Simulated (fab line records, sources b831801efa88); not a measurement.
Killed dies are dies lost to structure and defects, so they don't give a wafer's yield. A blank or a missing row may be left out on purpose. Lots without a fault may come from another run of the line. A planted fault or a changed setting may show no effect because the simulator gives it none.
fab line records | flow sky130
record lots=12 wafers=36 last_day=50
route steps=708 shown CAPM@553 METAL5@667 PASSIVATION@681 PAD_OPEN@702
lots that met no fault: from a run of the same line without faults
start_h: hours from the record's first day to the start of the lot's first wafer shown | wait_h: hours since the lot's step before | " the same as in the row above | L1.1+2: a row that stands for several wafers | - no value, or no start given | * or withheld: withheld | < > ~ a bound
route shown NAME@n: a module of which the file shows steps, and the number in the route of the first | usual: mean/standard deviation of fault-free wafers | same: alike in all rows | chamber/n: place in a boat | sites: the reading at each site | _std_site: their standard deviation | _edge_site: outer sites' mean less inner sites' | radius_mm: how far each site lies from the wafer's centre | mask NAME#n: copy n | behind: the tool/chamber that last shaped the wafer | hold: why the lot was held/for how many hours/how that ended | device: the transistor (n, p or np) that didn't switch | end of line: the same wafers' tests at the end of the route | a step without rows: its recipe alone | killed: dies lost to structure and defects at the first sort, not the wafer's yield | map: a wafer's dies, x killed, . not, _ none there
set.NAME: the setting as run; set.NAME@STEP: as run at that earlier step | model.NAME: the simulator's own value behind a step, which no gauge read
steps of the route over a sample of lots; a table a step, a row a wafer
services: from which hour (start_h, from the record's first day; less than 0 if before it) a tool's chamber was out of use, for how many hours, and why
## steps
# step SKY_CAPM_CLEAN_16
# recipe chemistry=IPA time_s=180 temp_c=25
# columns lot.wafer tool chamber start_h wait_h
L483.3+4+5 wet_bench-04 1 876.01 0.0
L484.1+2+6 wet_bench-04 3 882.52 0.0
L485.1+5+6 wet_bench-03 2 889.60 0.0
L487.2+5+6 wet_bench-04 1 938.95 0.0
L488.1+3+4 wet_bench-03 3 939.25 0.0
L490.2+5+6 wet_bench-01 0 941.74 0.0
L492.1+3+6 wet_bench-03 3 944.35 0.0
L493.4+5+6 wet_bench-01 3 967.00 0.0
L499.1+3+5 wet_bench-04 2 1017.17 0.0
L501.2+3+4 wet_bench-04 2 1023.87 0.0
L502.1+4+5 wet_bench-01 2 1027.92 0.0
L505.1+2+3 wet_bench-03 3 1055.77 0.0
# step SKY_METAL5_THK_MEAS_06
# recipe thk_meas_gauge=xrf reads=AlCu_of_METAL5_SPUTTER_02
# usual METAL5_ALCU_THK=1143/10
# columns lot.wafer tool chamber start_h wait_h METAL5_ALCU_THK[nm]
L483.3 film_metro-02 - 1000.47 0.1 1147
L483.4 " - " " 1163
L483.5 " - " " 1154
L484.1 film_metro-03 - 1012.96 0.1 1144
L484.2 " - " " 1146
L484.6 " - " " 1144
L485.1 film_metro-03 - 1019.15 0.1 1161
L485.5 " - " " 1157
L485.6 " - " " 1156
L487.2 film_metro-01 - 1062.19 0.1 1150
L487.5 " - " " 1164
L487.6 " - " " 1152
L488.1 film_metro-02 - 1064.14 0.1 1162
L488.3 " - " " 1153
L488.4 " - " " 1143
L490.2 film_metro-02 - 1065.27 0.1 1141
L490.5 " - " " 1151
L490.6 " - " " 1141
L492.1 film_metro-02 - 1066.03 0.1 1132
L492.3 " - " " 1131
L492.6 " - " " 1132
L493.4 film_metro-01 - 1086.82 0.1 1135
L493.5 " - " " 1141
L493.6 " - " " 1142
L499.1 film_metro-03 - 1130.72 0.1 1154
L499.3 " - " " 1132
L499.5 " - " " 1129
L501.2 film_metro-02 - 1136.02 0.1 1137
L501.3 " - " " 1125
L501.4 " - " " 1133
L502.1 film_metro-01 - 1136.66 0.1 1145
L502.4 " - " " 1145
L502.5 " - " " 1147
L505.1 film_metro-03 - 1159.99 0.1 1143
L505.2 " - " " 1147
L505.3 " - " " 1149
# step SKY_PASSIVATION_CVD_00
# recipe material=SiO2 target_thk_nm=90 temp_c=400 time_s=withheld rf_w=600
# usual heater_power_w=653/78
# columns lot.wafer tool chamber start_h wait_h heater_power_w
L483.3 pecvd-04 2 1023.27 0.0 723
L483.4 " 0 " " 612
L483.5 " 1 " " 538
L484.1 pecvd-04 2 1035.21 0.0 829
L484.2 " 1 " " 511
L484.6 " 1 " " 519
L485.1 pecvd-04 0 1042.23 0.0 618
L485.5 " 1 " " 605
L485.6 " 0 " " 637
L487.2 pecvd-04 2 1083.11 0.0 784
L487.5 " 2 " " 793
L487.6 " 1 " " 611
L488.1 pecvd-04 0 1085.99 0.0 668
L488.3 " 2 " " 684
L488.4 " 2 " " 696
L490.2 pecvd-02 1 1086.52 0.0 715
L490.5 " 1 " " 722
L490.6 " 0 " " 675
L492.1 pecvd-01 1 1087.81 0.0 651
L492.3 " 0 " " 649
L492.6 " 2 " " 644
L493.4 pecvd-02 2 1107.90 0.0 771
L493.5 " 1 " " 651
L493.6 " 0 " " 578
L499.1 pecvd-02 0 1149.67 0.0 667
L499.3 " 2 " " 841
L499.5 " 2 " " 649
L501.2 pecvd-04 1 1154.34 0.0 621
L501.3 " 0 " " 587
L501.4 " 2 " " 834
L502.1 pecvd-01 1 1156.03 0.0 608
L502.4 " 2 " " 615
L502.5 " 1 " " 625
L505.1 pecvd-01 0 1178.16 0.0 624
L505.2 " 2 " " 532
L505.3 " 1 " " 570
# step SKY_PAD_OPEN_STRIP_08
# recipe chemistry=O2/N2 power_w=1400 pressure_mtorr=1500 platen_temp_c=withheld overash_fraction=0.7 o2_flow_sccm=3000 n2_flow_sccm=300
# usual drypump_motor_current_A=5.6/0.36 oes_product_au=0.663/0.0047 strip_time_to_endpoint_s=36.66/0.11
# columns lot.wafer tool chamber start_h wait_h drypump_motor_current_A oes_product_au rf_hours_counter_h strip_time_to_endpoint_s
L483.3 plasma_asher-04 1 1067.70 0.1 5.8 0.670 - 36.73
L483.4 " 0 " " 5.8 0.654 - 36.71
L483.5 " 1 " " 5.8 0.659 - 36.86
L484.1 plasma_asher-03 1 1078.81 0.1 5.5 0.665 96 36.43
L484.2 " 0 " " 5.4 0.662 96 36.51
L484.6 " 1 " " 5.5 0.661 - 36.56
L485.1 plasma_asher-02 1 1085.31 0.1 5.0 0.656 65 36.53
L485.5 " 1 " " 5.0 0.662 - 36.60
L485.6 " 0 " " 6.0 0.665 - 36.58
L487.2 plasma_asher-02 0 1123.56 0.1 6.0 0.655 69 36.75
L487.5 " 0 " " 6.0 0.666 - 36.81
L487.6 " 1 " " 5.0 0.659 - 36.78
L488.1 plasma_asher-02 1 1126.87 0.1 5.0 0.669 69 36.57
L488.3 " 0 " " 6.0 0.667 - 36.52
L488.4 " 1 " " 5.0 0.661 - 36.50
L490.2 plasma_asher-03 0 1127.97 0.1 5.4 0.669 101 36.59
L490.5 " 0 " " 5.4 0.663 - 36.60
L490.6 " 1 " " 5.5 0.666 - 36.62
L492.1 plasma_asher-02 0 1128.06 0.1 6.0 0.670 69 36.56
L492.3 " 0 " " 6.0 0.658 - 36.58
L492.6 " 0 " " 6.1 0.661 - 36.58
L493.4 plasma_asher-03 0 1146.95 0.1 5.4 0.665 - 36.54
L493.5 " 1 " " 5.5 0.661 - 36.60
L493.6 " 0 " " 5.4 0.659 - 36.65
L499.1 plasma_asher-03 0 1184.42 0.1 5.4 0.660 106 36.60
L499.3 " 0 " " 5.4 0.663 - 36.53
L499.5 " 0 " " 5.4 0.660 - 36.64
L501.2 plasma_asher-04 0 1188.97 0.1 5.8 0.659 43 36.72
L501.3 " 1 " " 5.8 0.662 - 36.72
L501.4 " 0 " " 5.8 0.663 - 36.70
L502.1 plasma_asher-03 1 1190.12 0.1 5.5 0.663 107 36.60
L502.4 " 1 " " 5.5 0.666 - 36.67
L502.5 " 0 " " 5.4 0.662 - 36.75
L505.1 plasma_asher-02 1 1208.57 0.1 5.0 0.661 77 36.81
L505.2 " 0 " " 6.0 0.664 77 36.79
L505.3 " 0 " " 6.0 0.660 - 36.69
# step SKY_PAD_OPEN_PROBE_99
# usual defect_limited_yield=82.5/1.9 killed_at_M0_to_M3=44/7.2 killed_at_M4_up=3.0/1.8 killed_at_contacts=24/5.4 killed_at_front_end=14/4.4 killed_at_other=0.4/0.64 killed_dies=86/9.4 killed_on_rim=17/3.8 killed_open=47/7.7 killed_short=39/5.8 sort_bin_3_pad_short=0.9/0.38 sort_bin_5_function=10.3/1.4 sort_bin_6_memory=6.4/1.2 sort_n_pass=406/9.4 sort_yield_pct=82.5/1.9
# same gross_dies=492 killed_at_back_side=0 sort_bin_4_leakage[%]=0 sort_bin_8_speed[%]=0
# columns lot.wafer tool chamber start_h wait_h hold defect_limited_yield[%] killed_at_M0_to_M3 killed_at_M4_up killed_at_contacts killed_at_front_end killed_at_other killed_dies killed_on_rim killed_open killed_short sort_bin_3_pad_short[%] sort_bin_5_function[%] sort_bin_6_memory[%] sort_n_pass sort_yield_pct[%]
L483.3 prober-01 - 1069.98 0.2 - 87.6 30 2 20 8 1 61 9 33 28 0 8.7 3.7 431 87.6
L483.4 prober-01 - 1070.03 0.2 - 82.3 43 5 19 20 0 87 21 46 41 0.8 12.0 4.9 405 82.3
L483.5 prober-01 - 1070.08 0.2 - 85.8 33 3 22 12 0 70 19 39 31 1.0 8.1 5.1 422 85.8
L484.1 prober-02 - 1081.17 0.1 - 85.6 34 4 23 10 0 71 15 37 34 0.8 8.7 4.9 421 85.6
L484.2 prober-02 - 1081.22 0.1 - 84.1 39 2 24 13 0 78 14 51 27 0.4 10.2 5.3 414 84.1
L484.6 prober-02 - 1081.42 0.2 - 82.7 48 4 19 14 0 85 17 40 44 1.8 11.2 4.3 407 82.7
L485.1 prober-01 - 1087.56 0.1 - 83.7 47 0 25 8 0 80 14 41 37 1.6 9.6 5.1 412 83.7
L485.5 prober-01 - 1087.76 0.2 - 83.5 35 3 23 20 0 81 19 43 37 0.8 11.0 4.7 411 83.5
L485.6 prober-01 - 1087.81 0.2 - 80.9 47 3 32 12 0 94 21 53 41 1.0 11.8 6.3 398 80.9
L487.2 prober-01 - 1125.82 0.1 - 79.1 50 4 28 18 3 103 26 65 35 0.8 12.6 7.5 389 79.1
L487.5 prober-01 - 1125.97 0.2 - 79.7 45 2 30 22 1 100 24 56 43 1.2 12.6 6.5 392 79.7
L487.6 prober-01 - 1126.02 0.2 - 82.9 41 5 23 13 2 84 13 47 37 0 8.9 8.1 408 82.9
L488.1 prober-01 - 1129.11 0.1 - 81.9 46 4 27 12 0 89 11 54 35 1.0 10.8 6.3 403 81.9
L488.3 prober-01 - 1129.21 0.2 - 82.3 44 5 25 13 0 87 16 45 42 0.8 10.2 6.7 405 82.3
L488.4 prober-01 - 1129.26 0.2 - 76.8 77 3 19 15 0 114 22 66 48 1.4 12.6 9.1 378 76.8
L490.2 prober-02 - 1130.25 0.1 - 82.5 47 3 24 11 1 86 19 51 35 0.6 10.8 6.1 406 82.5
L490.5 prober-02 - 1130.40 0.2 - 81.5 41 7 29 14 0 91 17 50 41 1.0 9.6 7.9 401 81.5
L490.6 prober-02 - 1130.45 0.2 - 82.7 40 3 28 14 0 85 14 53 32 1.2 8.7 7.3 407 82.7
L492.1 prober-01 - 1130.61 0.1 - 85.2 45 2 17 9 0 73 11 42 31 0.8 8.5 5.5 419 85.2
L492.3 prober-01 - 1130.71 0.2 - 82.7 47 3 25 10 0 85 14 43 42 0.8 8.3 8.1 407 82.7
L492.6 prober-01 - 1130.86 0.2 - 80.1 59 0 26 13 0 98 17 59 39 0.4 12.0 7.5 394 80.1
L493.4 prober-02 - 1149.28 0.2 - 80.7 47 2 27 19 0 95 19 49 46 1.4 9.6 8.3 397 80.7
L493.5 prober-02 - 1149.33 0.2 - 83.7 34 3 30 13 0 80 8 44 35 1.2 8.1 6.9 412 83.7
L493.6 prober-02 - 1149.38 0.2 - 84.6 44 1 23 8 0 76 16 42 34 0.6 7.7 7.1 416 84.6
L499.1 prober-01 - 1186.72 0.1 await_dispo/1.3h/release 73.6 47 2 24 11 46 130 32 48 36 4.1 14.2 8.1 362 73.6
L499.3 prober-01 - 1186.82 0.2 await_dispo/1.3h/release 73.6 41 2 19 17 51 130 26 51 27 3.3 16.1 7.1 362 73.6
L499.5 prober-01 - 1186.92 0.2 await_dispo/1.3h/release 72.8 38 1 26 17 52 134 30 33 48 4.3 15.7 7.3 358 72.8
L501.2 prober-01 - 1191.38 0.1 await_dispo/2.8h/release 72.8 49 5 18 17 45 134 28 41 48 4.1 15.2 7.9 358 72.8
L501.3 prober-01 - 1191.43 0.2 await_dispo/2.8h/release 75.2 38 3 15 14 52 122 21 36 35 3.3 13.8 7.7 370 75.2
L501.4 prober-01 - 1191.48 0.2 await_dispo/2.8h/release 75.4 44 4 13 12 48 121 25 38 35 3.5 13.4 7.7 371 75.4
L502.1 prober-01 - 1192.42 0.1 - 84.3 43 5 17 12 0 77 12 41 36 0.8 8.7 6.1 415 84.3
L502.4 prober-01 - 1192.57 0.2 - 82.9 41 3 26 14 0 84 12 42 42 0.8 9.8 6.5 408 82.9
L502.5 prober-01 - 1192.62 0.2 - 83.5 34 8 21 17 1 81 17 43 37 1.6 10.0 4.9 411 83.5
L505.1 prober-01 - 1210.79 0.1 - 79.1 49 2 36 16 0 103 21 60 43 1.0 11.4 8.5 389 79.1
L505.2 prober-01 - 1210.84 0.1 - 85.2 44 0 22 7 0 73 11 41 32 0.6 8.3 5.9 419 85.2
L505.3 prober-01 - 1210.89 0.2 - 81.1 52 5 22 14 0 93 17 47 46 1.2 11.6 6.1 399 81.1
# killed by level:class
L483.3 LI_CONTACT:geometric_particle:open=8 VIA1:geometric_particle:open=8 CONTACT:geometric_particle:open=5 VIA3:geometric_particle:open=4 METAL2:geometric_particle:short=4 LI_CONTACT:geometric_particle:short=3 VIA2:geometric_particle:open=3 CONTACT:geometric_particle:short=3
L483.4 VIA1:geometric_particle:open=8 METAL2:geometric_particle:short=8 CONTACT:geometric_particle:open=7 FIELD_ISO:geometric_particle:open=6 METAL1:geometric_particle:short=6 POLY_GATE:geometric_particle:short=5 CONTACT:geometric_particle:short=5 VIA2:geometric_particle:open=5
L483.5 VIA1:geometric_particle:open=11 CONTACT:geometric_particle:open=8 METAL1:geometric_particle:short=7 POLY_GATE:geometric_particle:short=6 LI_CONTACT:geometric_particle:open=6 CONTACT:geometric_particle:short=5 POLY_GATE:geometric_particle:open=4 VIA3:geometric_particle:open=4
L484.1 LI_CONTACT:geometric_particle:open=9 VIA2:geometric_particle:open=8 CONTACT:geometric_particle:short=6 VIA1:geometric_particle:open=6 CONTACT:geometric_particle:open=4 VIA3:geometric_particle:open=4 METAL4:geometric_particle:short=4 FIELD_ISO:geometric_particle:open=3
L484.2 VIA1:geometric_particle:open=15 LI_CONTACT:geometric_particle:open=10 POLY_GATE:geometric_particle:open=6 VIA3:geometric_particle:open=6 CONTACT:geometric_particle:open=6 CONTACT:geometric_particle:short=4 VIA2:geometric_particle:short=4 VIA2:geometric_particle:open=4
L484.6 VIA1:geometric_particle:open=11 METAL2:geometric_particle:short=7 CONTACT:geometric_particle:short=7 VIA2:geometric_particle:short=6 VIA1:geometric_particle:short=6 VIA2:geometric_particle:open=6 VIA3:geometric_particle:open=5 FIELD_ISO:geometric_particle:short=4
L485.1 METAL1:geometric_particle:short=14 VIA1:geometric_particle:open=14 LI_CONTACT:geometric_particle:open=8 CONTACT:geometric_particle:open=7 CONTACT:geometric_particle:short=4 VIA1:geometric_particle:short=4 LOCAL_INTERCONNECT:geometric_particle:short=3 VIA2:geometric_particle:open=3
L485.5 VIA3:geometric_particle:open=9 CONTACT:geometric_particle:open=7 METAL1:geometric_particle:short=6 POLY_GATE:geometric_particle:open=5 LI_CONTACT:geometric_particle:open=5 VIA1:geometric_particle:open=5 FIELD_ISO:geometric_particle:short=4 LI_CONTACT:geometric_particle:short=4
L485.6 CONTACT:geometric_particle:open=16 VIA1:geometric_particle:open=14 FIELD_ISO:geometric_particle:short=7 LOCAL_INTERCONNECT:geometric_particle:short=6 VIA1:geometric_particle:short=6 VIA2:geometric_particle:open=6 VIA3:geometric_particle:open=6 METAL2:geometric_particle:short=5
L487.2 LI_CONTACT:geometric_particle:open=13 VIA1:geometric_particle:open=11 VIA3:geometric_particle:open=10 METAL2:geometric_particle:short=7 POLY_GATE:geometric_particle:open=6 CONTACT:geometric_particle:short=6 CONTACT:geometric_particle:open=6 VIA2:geometric_particle:open=5
L487.5 VIA1:geometric_particle:open=12 CONTACT:geometric_particle:open=11 CONTACT:geometric_particle:short=7 VIA2:geometric_particle:open=7 VIA3:geometric_particle:open=7 FIELD_ISO:geometric_particle:short=6 POLY_GATE:geometric_particle:short=6 LI_CONTACT:geometric_particle:open=6
L487.6 CONTACT:geometric_particle:open=11 LI_CONTACT:geometric_particle:open=8 VIA1:geometric_particle:open=7 VIA2:geometric_particle:open=7 METAL1:geometric_particle:short=6 VIA3:geometric_particle:open=6 METAL2:geometric_particle:short=5 VIA2:geometric_particle:short=5
L488.1 VIA3:geometric_particle:open=10 VIA1:geometric_particle:open=8 LI_CONTACT:geometric_particle:open=7 CONTACT:geometric_particle:open=6 METAL1:geometric_particle:short=6 VIA2:geometric_particle:open=5 LOCAL_INTERCONNECT:geometric_particle:open=4 LOCAL_INTERCONNECT:geometric_particle:short=4
L488.3 VIA1:geometric_particle:open=12 CONTACT:geometric_particle:open=7 METAL2:geometric_particle:short=7 LOCAL_INTERCONNECT:geometric_particle:short=5 CONTACT:geometric_particle:short=5 METAL1:geometric_particle:short=5 METAL4:geometric_particle:short=5 POLY_GATE:geometric_particle:open=4
L488.4 VIA1:geometric_particle:open=18 VIA3:geometric_particle:open=10 METAL2:geometric_particle:short=9 METAL1:geometric_particle:short=8 VIA2:geometric_particle:open=8 VIA1:geometric_particle:short=7 CONTACT:geometric_particle:open=6 METAL2:geometric_particle:open=5
L490.2 VIA1:geometric_particle:open=17 CONTACT:geometric_particle:open=13 METAL1:geometric_particle:short=6 VIA3:geometric_particle:open=6 LOCAL_INTERCONNECT:geometric_particle:short=4 METAL3:geometric_particle:short=4 FIELD_ISO:geometric_particle:open=3 CONTACT:geometric_particle:short=3
L490.5 CONTACT:geometric_particle:open=12 VIA1:geometric_particle:open=12 VIA1:geometric_particle:short=7 LOCAL_INTERCONNECT:geometric_particle:short=7 METAL1:geometric_particle:short=5 VIA3:geometric_particle:open=5 FIELD_ISO:geometric_particle:open=4 POLY_GATE:geometric_particle:short=4
L490.6 CONTACT:geometric_particle:open=18 VIA1:geometric_particle:open=7 METAL1:geometric_particle:short=7 VIA2:geometric_particle:open=6 VIA3:geometric_particle:open=6 FIELD_ISO:geometric_particle:open=5 METAL2:geometric_particle:short=4 VIA3:geometric_particle:short=4
L492.1 VIA1:geometric_particle:open=9 VIA3:geometric_particle:open=7 METAL2:geometric_particle:short=6 LI_CONTACT:geometric_particle:open=5 CONTACT:geometric_particle:open=5 VIA2:geometric_particle:open=5 LI_CONTACT:geometric_particle:short=4 FIELD_ISO:geometric_particle:open=4
L492.3 LI_CONTACT:geometric_particle:open=9 VIA1:geometric_particle:open=9 METAL2:geometric_particle:short=8 VIA2:geometric_particle:open=8 METAL3:geometric_particle:short=7 VIA3:geometric_particle:short=4 LI_CONTACT:geometric_particle:short=4 CONTACT:geometric_particle:open=4
L492.6 VIA1:geometric_particle:open=15 LI_CONTACT:geometric_particle:open=9 VIA2:geometric_particle:open=8 CONTACT:geometric_particle:open=7 VIA2:geometric_particle:short=7 VIA1:geometric_particle:short=5 VIA3:geometric_particle:open=5 METAL2:geometric_particle:short=4
L493.4 VIA1:geometric_particle:open=13 LOCAL_INTERCONNECT:geometric_particle:short=10 CONTACT:geometric_particle:open=8 POLY_GATE:geometric_particle:open=7 VIA3:geometric_particle:open=6 VIA2:geometric_particle:short=6 POLY_GATE:geometric_particle:short=5 METAL3:geometric_particle:short=5
L493.5 LI_CONTACT:geometric_particle:open=10 VIA1:geometric_particle:open=9 CONTACT:geometric_particle:open=8 METAL2:geometric_particle:short=7 LI_CONTACT:geometric_particle:short=5 VIA1:geometric_particle:short=5 POLY_GATE:geometric_particle:open=4 VIA2:geometric_particle:open=4
L493.6 CONTACT:geometric_particle:open=10 LI_CONTACT:geometric_particle:open=7 VIA1:geometric_particle:open=7 VIA2:geometric_particle:short=7 VIA2:geometric_particle:open=6 VIA3:geometric_particle:open=6 CONTACT:geometric_particle:short=5 METAL2:geometric_particle:short=5
L499.1 CAPM:unspecified=46 VIA1:geometric_particle:open=13 METAL2:geometric_particle:short=8 VIA3:geometric_particle:open=7 FIELD_ISO:geometric_particle:open=6 LI_CONTACT:geometric_particle:open=6 LOCAL_INTERCONNECT:geometric_particle:short=6 CONTACT:geometric_particle:open=6
L499.3 CAPM:unspecified=51 VIA2:geometric_particle:open=11 VIA1:geometric_particle:open=10 LI_CONTACT:geometric_particle:open=8 POLY_GATE:geometric_particle:short=5 CONTACT:geometric_particle:open=5 POLY_GATE:geometric_particle:open=4 METAL1:geometric_particle:short=4
L499.5 CAPM:unspecified=51 VIA1:geometric_particle:open=10 CONTACT:geometric_particle:short=8 CONTACT:geometric_particle:open=8 VIA1:geometric_particle:short=5 FIELD_ISO:geometric_particle:short=4 POLY_GATE:geometric_particle:short=4 LOCAL_INTERCONNECT:geometric_particle:short=4
L501.2 CAPM:unspecified=45 VIA1:geometric_particle:open=8 METAL2:geometric_particle:short=7 VIA1:geometric_particle:short=7 CONTACT:geometric_particle:open=7 FIELD_ISO:geometric_particle:short=6 VIA3:geometric_particle:open=5 VIA2:geometric_particle:open=5
L501.3 CAPM:unspecified=51 VIA2:geometric_particle:open=9 VIA1:geometric_particle:open=7 FIELD_ISO:geometric_particle:short=5 POLY_GATE:geometric_particle:short=5 LI_CONTACT:geometric_particle:open=5 CONTACT:geometric_particle:open=5 VIA1:geometric_particle:short=5
L501.4 CAPM:unspecified=48 VIA1:geometric_particle:open=9 CONTACT:geometric_particle:open=8 VIA1:geometric_particle:short=6 METAL1:geometric_particle:short=5 VIA2:geometric_particle:open=5 POLY_GATE:geometric_particle:open=4 LOCAL_INTERCONNECT:geometric_particle:short=4
L502.1 VIA1:geometric_particle:open=13 CONTACT:geometric_particle:open=6 METAL1:geometric_particle:short=6 VIA2:geometric_particle:open=6 LI_CONTACT:geometric_particle:open=5 METAL2:geometric_particle:short=5 METAL4:geometric_particle:short=5 POLY_GATE:geometric_particle:short=4
L502.4 VIA1:geometric_particle:open=13 LOCAL_INTERCONNECT:geometric_particle:short=7 VIA3:geometric_particle:open=7 CONTACT:geometric_particle:open=6 METAL2:geometric_particle:short=6 LI_CONTACT:geometric_particle:open=5 LI_CONTACT:geometric_particle:short=4 CONTACT:geometric_particle:short=4
L502.5 LI_CONTACT:geometric_particle:open=9 VIA1:geometric_particle:open=9 VIA2:geometric_particle:open=8 FIELD_ISO:geometric_particle:short=7 METAL4:geometric_particle:short=7 LOCAL_INTERCONNECT:geometric_particle:short=5 FIELD_ISO:geometric_particle:open=4 CONTACT:geometric_particle:open=4
L505.1 CONTACT:geometric_particle:open=12 VIA1:geometric_particle:open=12 VIA3:geometric_particle:open=10 VIA1:geometric_particle:short=9 FIELD_ISO:geometric_particle:open=7 LI_CONTACT:geometric_particle:open=7 LI_CONTACT:geometric_particle:short=6 METAL2:geometric_particle:short=6
L505.2 CONTACT:geometric_particle:open=9 VIA1:geometric_particle:open=9 LI_CONTACT:geometric_particle:open=6 METAL1:geometric_particle:short=6 VIA1:geometric_particle:short=6 CONTACT:geometric_particle:short=5 VIA2:geometric_particle:open=5 VIA3:geometric_particle:open=5
L505.3 VIA1:geometric_particle:open=15 VIA2:geometric_particle:open=8 CONTACT:geometric_particle:short=7 VIA3:geometric_particle:open=7 LOCAL_INTERCONNECT:geometric_particle:short=5 CONTACT:geometric_particle:open=5 METAL3:geometric_particle:short=5 FIELD_ISO:geometric_particle:short=4
## services
# columns tool chamber start_h hours kind
plasma_asher-02 - 874.32 1.9 repair
pecvd-01 - 879.53 0.6 repair
pecvd-04 0 885.49 5.5 scheduled_down
wet_bench-03 - 890.89 3.8 repair
pecvd-04 0 901.97 15.4 repair
plasma_asher-04 - 909.60 2.8 pm
pecvd-04 0 929.62 2.1 scheduled_down
pecvd-04 - 949.60 1.2 repair
pecvd-04 - 959.41 2.1 repair
wet_bench-04 - 1009.16 1.9 pm
pecvd-02 - 1021.17 2.2 repair
pecvd-01 - 1039.35 0.6 repair
pecvd-01 - 1048.81 0.8 pm
pecvd-04 0 1052.83 16.5 scheduled_down
plasma_asher-02 - 1060.20 0.7 repair
pecvd-04 1 1069.33 2.1 scheduled_down
wet_bench-01 - 1088.18 0.8 repair
pecvd-04 0 1103.51 12.5 repair
pecvd-04 - 1132.77 0.3 repair
wet_bench-04 - 1149.60 24.3 repair
pecvd-02 1 1151.04 6.4 repair
pecvd-04 0 1180.62 - clean
pecvd-04 - 1187.75 5.5 pm
pecvd-01 0 1195.52 3.1 repair
## key
first_sign step=SKY_PAD_OPEN_PROBE_99 reading=killed_at_other direction=up sigmas=49 usual=0.4 struck=49
effect step=SKY_PAD_OPEN_PROBE_99 reading=sort_bin_3_pad_short direction=up sigmas=7.5 usual=0.9 struck=3.7
met_at SKY_CAPM_CLEAN_16
struck_lots L499,L501
not_acting_at SKY_METAL5_THK_MEAS_06,SKY_PASSIVATION_CVD_00,SKY_PAD_OPEN_STRIP_08
onset_between 938.95 1017.17
fault kind=chamber_particle_source tool=wet_bench-04 chamber=- onset_h=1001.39 steps=SKY_CAPM_CLEAN_16 rate_per_visit_cm2=1.347 end_h=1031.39
